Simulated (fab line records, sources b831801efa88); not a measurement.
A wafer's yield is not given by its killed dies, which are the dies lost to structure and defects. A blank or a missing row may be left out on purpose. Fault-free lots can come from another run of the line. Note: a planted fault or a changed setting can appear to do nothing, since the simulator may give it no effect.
fab line records	flow gf180mcu
record: lots: 6	wafers: 18	lastDay: 34
route steps=602 shown M3@413
lots untouched by any fault: they come from a run of this same line in which no faults occurred
startH: the number of hours between the record's first day and the start of the first shown wafer of the lot	waitH: time in hours since the lot's previous step	" the same as in the row above	L1.1+2: one row covering several wafers at once	- no value, or no start given	* or withheld: withheld	< > ~ a bound
route shown NAME@n: names a module that has steps shown in the file, with the first one's number in the route	usual: mean/standard deviation taken from wafers without a fault	same: alike in all rows	chamber/n: place in a boat	sites: readings site by site	_std_site: how widely they spread, as a standard deviation	_edge_site: the outer-site mean with the inner-site mean subtracted	radiusMm: how far each site lies from the wafer's centre	mask NAME#n: copy n	behind: the most recent tool/chamber to have shaped the wafer	hold: why the lot was held/for how many hours/how that ended	device: which transistor (n, p or np) failed to switch	end of line: the tests these same wafers got at the end of their route	step lacking rows: just its recipe	killed: dies lost to structure and defects at the first sort, not the wafer's yield	map: the dies of a wafer, with x for killed, . for not killed, _ for no die there
set.NAME: the run value of the setting; set.NAME@STEP: its run value at that earlier step	model.NAME: the simulator's own value behind a step, which no gauge read
a table for each step, a row for each wafer; lots at some steps of the route
services: from which hour (startH, from the record's first day; less than 0 if before it) a tool's chamber was out of use, for how many hours, and why
== steps ==
step: GF_M3_SPUTTER_04
recipe: material: TiN	targetThkNm: 50	powerW: 6500	timeS: 41.7	chamberPressurePa: 0.4
usual: throttleValvePct: 29.3/1.1
lot.wafer	tool	chamber	startH	waitH	throttleValvePct
L880.2	pvdSputter-01	-	492.77	0.0	30.2
L880.3	"	-	"	"	29.9
L880.6	"	-	"	"	29.6
L881.1	pvdSputter-04	-	503.81	0.0	28.8
L881.3	"	-	"	"	29.7
L881.4	"	-	"	"	28.0
L891.1	pvdSputter-04	-	583.97	0.0	29.0
L891.2	"	-	"	"	29.9
L891.6	"	-	"	"	28.1
L892.2	pvdSputter-01	-	597.32	0.0	31.6
L892.3	"	-	"	"	29.8
L892.6	"	-	"	"	30.0
L897.1	pvdSputter-02	-	624.98	0.0	27.3
L897.2	"	-	"	"	30.1
L897.5	"	-	"	"	30.4
L900.1	pvdSputter-02	-	648.41	0.0	27.0
L900.2	"	-	"	"	30.0
L900.3	"	-	"	"	29.2
step: GF_M3_RS_MEAS_05
recipe: thkMeasGauge: four-point-probe	reads: TiN_of_M3_SPUTTER_04+Ti_of_M3_SPUTTER_03+AlCu_of_M3_SPUTTER_02+TiN_of_M3_SPUTTER_01+Ti_of_M3_SPUTTER_00
usual: M3_ALCU_RS: 0.0695/0.00058
lot.wafer	tool	chamber	startH	waitH	M3_ALCU_RS[ohm/sq]
L880.2	filmMetro-02	-	492.83	0.0	0.0687
L880.3	"	-	"	"	0.0686
L880.6	"	-	"	"	0.0686
L881.1	filmMetro-01	-	503.85	0.0	0.0686
L881.3	"	-	"	"	0.0689
L881.4	"	-	"	"	0.0685
L891.1	filmMetro-01	-	584.01	0.0	0.0697
L891.2	"	-	"	"	0.0699
L891.6	"	-	"	"	0.0701
L892.2	filmMetro-03	-	597.38	0.0	0.0690
L892.3	"	-	"	"	0.0700
L892.6	"	-	"	"	0.0699
L897.1	filmMetro-01	-	625.02	0.0	0.0700
L897.2	"	-	"	"	0.0699
L897.5	"	-	"	"	0.0704
L900.1	filmMetro-02	-	648.45	0.0	0.0692
L900.2	"	-	"	"	0.0689
L900.3	"	-	"	"	0.0695
step: GF_M3_THK_MEAS_06
recipe: thkMeasGauge: xrf	reads: AlCu_of_M3_SPUTTER_02
usual: M3_ALCU_THK: 452/4.3
lot.wafer	tool	chamber	startH	waitH	M3_ALCU_THK[nm]
L880.2	filmMetro-02	-	492.94	0.1	461
L880.3	"	-	"	"	462
L880.6	"	-	"	"	466
L881.1	filmMetro-01	-	503.97	0.1	458
L881.3	"	-	"	"	455
L881.4	"	-	"	"	460
L891.1	filmMetro-01	-	584.13	0.1	451
L891.2	"	-	"	"	451
L891.6	"	-	"	"	449
L892.2	filmMetro-03	-	597.49	0.1	451
L892.3	"	-	"	"	449
L892.6	"	-	"	"	444
L897.1	filmMetro-01	-	625.14	0.1	448
L897.2	"	-	"	"	447
L897.5	"	-	"	"	443
L900.1	filmMetro-02	-	648.57	0.1	454
L900.2	"	-	"	"	455
L900.3	"	-	"	"	452
step: GF_M3_DEHYDRATE_07
recipe: tempC: 200	timeS: 60
step: GF_M3_HMDS_08
recipe: primeTimeS: 60	primeTempC: 120
step: GF_M3_COAT_09
recipe: resist: KrF	spinRpm: withheld	resistThkNm: 1000
step: GF_M3_SOFTBAKE_10
recipe: tempC: 130	timeS: 60	resist: KrF
step: GF_M3_EXPOSE_11
recipe: maskId: Metal3	targetCdNm: 280	na: 0.68	sourceShape: conventional	sigmaOuter: 0.6	doseMj: 28
step: GF_M3_PEB_12
recipe: pebTempC: 135	pebTimeS: 90	resist: KrF
step: GF_M3_DEVELOP_13
recipe: developTimeS: 60	devTempC: 21
step: GF_M3_CD_MEAS_14
recipe: targetCdNm: 280
usual: cdNm: 280.0/1.4
lot.wafer	tool	chamber	startH	waitH	cdNm
L880.2	cdSem-02	-	516.13	0.1	279.9
L880.3	"	-	"	"	279.5
L880.6	"	-	"	"	279.3
L881.1	cdSem-01	-	526.88	0.1	278.5
L881.3	"	-	"	"	278.9
L881.4	"	-	"	"	278.1
L891.1	cdSem-01	-	605.18	0.1	280.6
L891.2	"	-	"	"	280.8
L891.6	"	-	"	"	280.4
L892.2	cdSem-01	-	617.48	0.1	279.0
L892.3	"	-	"	"	279.2
L892.6	"	-	"	"	279.9
L897.1	cdSem-01	-	645.63	0.1	278.0
L897.2	"	-	"	"	277.8
L897.5	"	-	"	"	277.2
L900.1	cdSem-02	-	667.88	0.1	278.6
L900.2	"	-	"	"	280.7
L900.3	"	-	"	"	278.8
step: GF_M3_OVL_MEAS_15
usual: M3_OVL: 6/6.1
lot.wafer	tool	chamber	startH	waitH	M3_OVL[nm]
L880.2	overlay-01	-	516.24	0.1	12
L880.3	"	-	"	"	-4
L880.6	"	-	"	"	5
L881.1	overlay-01	-	527.00	0.1	2
L881.3	"	-	"	"	7
L881.4	"	-	"	"	10
L891.1	overlay-02	-	605.30	0.1	4
L891.2	"	-	"	"	15
L891.6	"	-	"	"	10
L892.2	overlay-02	-	617.59	0.1	6
L892.3	"	-	"	"	12
L892.6	"	-	"	"	3
L897.1	overlay-01	-	645.75	0.1	5
L897.2	"	-	"	"	1
L897.5	"	-	"	"	10
L900.1	overlay-01	-	668.00	0.1	-6
L900.2	"	-	"	"	7
L900.3	"	-	"	"	-3
step: GF_M3_METAL_ETCH_16
recipe: chemistry: Cl2/BCl3	maskMaterial: KrF	targetDepthNm: 750.8	stopOn: SiO2	pressureMtorr: 8	icpW: 800	biasW: 140	Cl2_flow_sccm: 80	bcl3FlowSccm: 40	timeS: 125.1
usual: drypumpMotorCurrentA: 5.7/0.57	mfcCl2Sccm: 80.00/0.27	oesProductAu: 0.992/0.0055	throttleValvePct: 28.229/0.009
lot.wafer	tool	chamber	startH	waitH	drypumpMotorCurrentA	mfcCl2Sccm	oesProductAu	rfHoursCounterH	throttleValvePct	model.KrF_of_M3_COAT_09.thkNm
L880.2	rieMetal-04	1	516.27	0.0	6.6	79.59	0.997	1.0	28.215	681.4
L880.3	"	0	"	"	6.1	79.99	0.993	-	28.235	690.1
L880.6	"	1	"	"	6.6	79.85	0.994	-	28.231	684.4
L881.1	rieMetal-01	0	527.04	0.0	5.6	80.42	0.988	2.1	28.251	690.7
L881.3	"	1	"	"	5.2	79.96	0.990	-	28.234	688.8
L881.4	"	0	"	"	5.6	80.01	0.987	-	28.227	688.2
L891.1	rieMetal-04	1	605.34	0.0	6.6	80.11	0.766	3.3	28.473	805.2
L891.2	"	0	"	"	6.0	80.24	0.991	10.1	28.231	690
L891.6	"	0	"	"	6.0	79.86	0.994	-	28.251	687.9
L892.2	rieMetal-04	0	617.62	0.0	6.0	80.18	0.993	10.4	28.226	687.3
L892.3	"	0	"	"	6.0	79.75	0.985	-	28.233	689.8
L892.6	"	1	"	"	6.6	80.23	0.770	-	28.473	803
L897.1	rieMetal-03	1	645.79	0.0	5.4	80.17	0.995	6.8	28.237	681.4
L897.2	"	0	"	"	4.9	80.45	0.998	5.0	28.227	678.2
L897.5	"	0	"	"	4.9	80.14	0.992	-	28.228	681.5
L900.1	rieMetal-01	0	668.04	0.0	5.6	80.29	0.993	6.3	28.231	686.6
L900.2	"	1	"	"	5.2	80.01	0.988	6.5	28.239	690.7
L900.3	"	1	"	"	5.2	79.63	0.989	-	28.239	687.1
step: GF_M3_STRIP_17
recipe: chemistry: O2/N2	powerW: 1400	pressureMtorr: 1500	platenTempC: 250	o2FlowSccm: 3000	n2FlowSccm: 300	overashFraction: 0.5
usual: drypumpMotorCurrentA: 5.6/0.43	heaterPowerW: 329/16	oesProductAu: 0.538/0.0049	stripTimeToEndpointS: 7.38/0.041
lot.wafer	tool	chamber	startH	waitH	drypumpMotorCurrentA	heaterPowerW	oesProductAu	rfHoursCounterH	stripTimeToEndpointS
L880.2	plasmaAsher-02	1	516.40	0.1	5.5	335	0.535	73	7.35
L880.3	"	1	"	"	5.5	342	0.541	-	7.43
L880.6	"	0	"	"	6.1	299	0.539	-	7.38
L881.1	plasmaAsher-03	0	527.17	0.1	5.0	330	0.535	9	7.44
L881.3	"	1	"	"	6.0	340	0.536	-	7.41
L881.4	"	0	"	"	4.9	337	0.535	-	7.42
L891.1	plasmaAsher-03	1	605.47	0.1	5.9	340	0.579	17	8.57
L891.2	"	0	"	"	5.0	319	0.532	17	7.43
L891.6	"	1	"	"	6.0	332	0.540	-	7.40
L892.2	plasmaAsher-03	1	617.75	0.1	6.0	333	0.540	19	7.40
L892.3	"	0	"	"	5.0	331	0.535	-	7.43
L892.6	"	0	"	"	4.9	332	0.585	-	8.55
L897.1	plasmaAsher-03	0	645.92	0.1	5.0	331	0.543	22	7.33
L897.2	"	1	"	"	6.0	335	0.537	22	7.33
L897.5	"	0	"	"	4.9	331	0.540	-	7.36
L900.1	plasmaAsher-02	1	668.17	0.1	5.5	346	0.530	89	7.41
L900.2	"	0	"	"	6.1	302	0.537	89	7.43
L900.3	"	1	"	"	5.5	353	0.543	-	7.41
step: GF_M3_STRIP_18
recipe: chemistry: postEtchResidueRemover	timeS: 1200	tempC: 72.5
== services ==
tool	chamber	startH	hours	kind
rieMetal-03	0	468.92	-	clean
rieMetal-03	0	468.92	27.0	scheduledDown
rieMetal-03	0	468.92	27.0	ventCycle
rieMetal-01	1	476.11	-	clean
rieMetal-01	1	476.11	25.1	scheduledDown
rieMetal-01	1	476.11	25.1	ventCycle
pvdSputter-01	-	508.94	3.4	repair
plasmaAsher-02	-	522.36	0.6	repair
rieMetal-01	0	532.64	24.6	repair
pvdSputter-02	2	558.11	-	consumableReplace:kit
pvdSputter-02	2	558.11	18.0	scheduledDown
pvdSputter-02	2	558.11	18.0	ventCycle
plasmaAsher-03	-	575.32	0.4	repair
pvdSputter-04	3	589.09	-	consumableReplace:kit
pvdSputter-04	3	589.09	18.0	scheduledDown
pvdSputter-04	3	589.09	18.0	ventCycle
pvdSputter-01	-	601.01	10.2	repair
rieMetal-03	0	646.81	2.5	repair
pvdSputter-02	1	663.90	-	consumableReplace:kit
pvdSputter-02	1	663.90	18.0	scheduledDown
pvdSputter-02	1	663.90	18.0	ventCycle
plasmaAsher-02	-	665.13	2.8	repair
== key ==
firstSign: step: GF_M3_METAL_ETCH_16	reading: oesProductAu	direction: down	sigmas: 40	usual: 0.992	struck: 0.768
effect: step: GF_M3_METAL_ETCH_16	reading: throttleValvePct	direction: up	sigmas: 27	usual: 28.229	struck: 28.473
effect: step: GF_M3_STRIP_17	reading: stripTimeToEndpointS	direction: up	sigmas: 29	usual: *	struck: *
modelEffect: step: GF_M3_METAL_ETCH_16	value: KrF_of_M3_COAT_09.thkNm	without: 683.2	struck: 804.1
metAt GF_M3_METAL_ETCH_16
struckWafers L891.1,L892.6
laterRowsLeftOut L891.1,L892.6
sortLeftOut L891.1,L892.6
onsetBetween 516.27 605.34
fault: kind: processParameterDrift	tool: rieMetal-04	chamber: 1	onsetH: 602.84	steps: GF_M3_METAL_ETCH_16	channel: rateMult	offset: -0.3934	shape: step	endH: 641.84
sortLeftOut: the simulated sort isn't trusted on such a fault, so these wafers' sort isn't shown, and their yield isn't known
laterRowsLeftOut: the simulator's readings of these wafers behind a module that went badly wrong aren't trusted and aren't shown, but for the sort
